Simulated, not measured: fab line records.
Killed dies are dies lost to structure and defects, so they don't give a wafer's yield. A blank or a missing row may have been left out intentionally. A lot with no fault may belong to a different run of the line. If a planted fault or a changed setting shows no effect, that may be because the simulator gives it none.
Matching of chambers / flow gf180mcu / GF_V4_CMP_26 on cmp-02: 4 sister chambers
The step polishes, stops on SiO2, t overpolish 15 s, target thk 0 nm. 14 wafers are shown with their chamber, then 7 later ones without.

## WAFERS PAIRED WITH THEIR CHAMBERS
wafer=L812.2; chamber=1; motor_current_A (A)=9.9; time_to_endpoint_s (s)=86
wafer=L812.3; chamber=2; motor_current_A (A)=11.8; time_to_endpoint_s (s)=79
wafer=L812.5; chamber=2; motor_current_A (A)=11.3; time_to_endpoint_s (s)=80
wafer=L828.2; chamber=3; motor_current_A (A)=12.5; time_to_endpoint_s (s)=85
wafer=L828.3; chamber=1; motor_current_A (A)=10.3; time_to_endpoint_s (s)=88
wafer=L828.5; chamber=3; motor_current_A (A)=12.0; time_to_endpoint_s (s)=83
wafer=L830.1; chamber=0; motor_current_A (A)=12.5; time_to_endpoint_s (s)=87
wafer=L830.2; chamber=3; motor_current_A (A)=12.6; time_to_endpoint_s (s)=83
wafer=L830.6; chamber=3; motor_current_A (A)=12.9; time_to_endpoint_s (s)=83
wafer=L829.1; chamber=2; motor_current_A (A)=11.4; time_to_endpoint_s (s)=82
wafer=L829.2; chamber=1; motor_current_A (A)=10.3; time_to_endpoint_s (s)=87
wafer=L829.4; chamber=0; motor_current_A (A)=12.2; time_to_endpoint_s (s)=90
wafer=L832.2; chamber=0; motor_current_A (A)=12.1; time_to_endpoint_s (s)=85
wafer=L832.3; chamber=2; motor_current_A (A)=11.7; time_to_endpoint_s (s)=79

SIGNATURES (averages over the wafers above)
reading=motor_current_A; chamber 0=12.267; chamber 1=10.167; chamber 2=11.550; chamber 3=12.500; scatter within a chamber=0.28
reading=time_to_endpoint_s; chamber 0=87.33; chamber 1=87.00; chamber 2=80.00; chamber 3=83.50; scatter within a chamber=1.54
Rule: for each reading, subtract the chamber's mean from the wafer's reading, divide by that reading's scatter and square the result; add these up over the readings and take the root, which gives the wafer's distance from the chamber. The wafer belongs to the nearest chamber; if the next one is less than 2 further off, it can't be placed. The scatter is the square root of a quotient: the sum, over the shown wafers, of each reading's squared deviation from its chamber's mean, divided by wafers minus chambers.

## WAFERS WITHOUT THEIR CHAMBER
wafer=L832.4; motor_current_A (A)=10.8; time_to_endpoint_s (s)=83
wafer=L834.2; motor_current_A (A)=10.0; time_to_endpoint_s (s)=88
wafer=L834.3; motor_current_A (A)=11.9; time_to_endpoint_s (s)=90
wafer=L834.5; motor_current_A (A)=12.9; time_to_endpoint_s (s)=86
wafer=L835.3; motor_current_A (A)=11.7; time_to_endpoint_s (s)=84
wafer=L835.4; motor_current_A (A)=12.9; time_to_endpoint_s (s)=86
wafer=L835.5; motor_current_A (A)=12.3; time_to_endpoint_s (s)=87

## THE CHAMBER EACH PASSED THROUGH
wafer=L832.4; from the rows above=can't be placed: 2 or 1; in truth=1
wafer=L834.2; from the rows above=1; in truth=1
wafer=L834.3; from the rows above=0; in truth=0
wafer=L834.5; from the rows above=can't be placed: 3 or 0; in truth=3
wafer=L835.3; from the rows above=can't be placed: 2 or 3 or 0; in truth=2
wafer=L835.4; from the rows above=can't be placed: 3 or 0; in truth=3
wafer=L835.5; from the rows above=0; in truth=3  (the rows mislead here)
Correctly placed: 2 of 7. Unplaceable from these rows: 4, with the true chamber sitting among the candidates in 4. 1 placed wrongly.
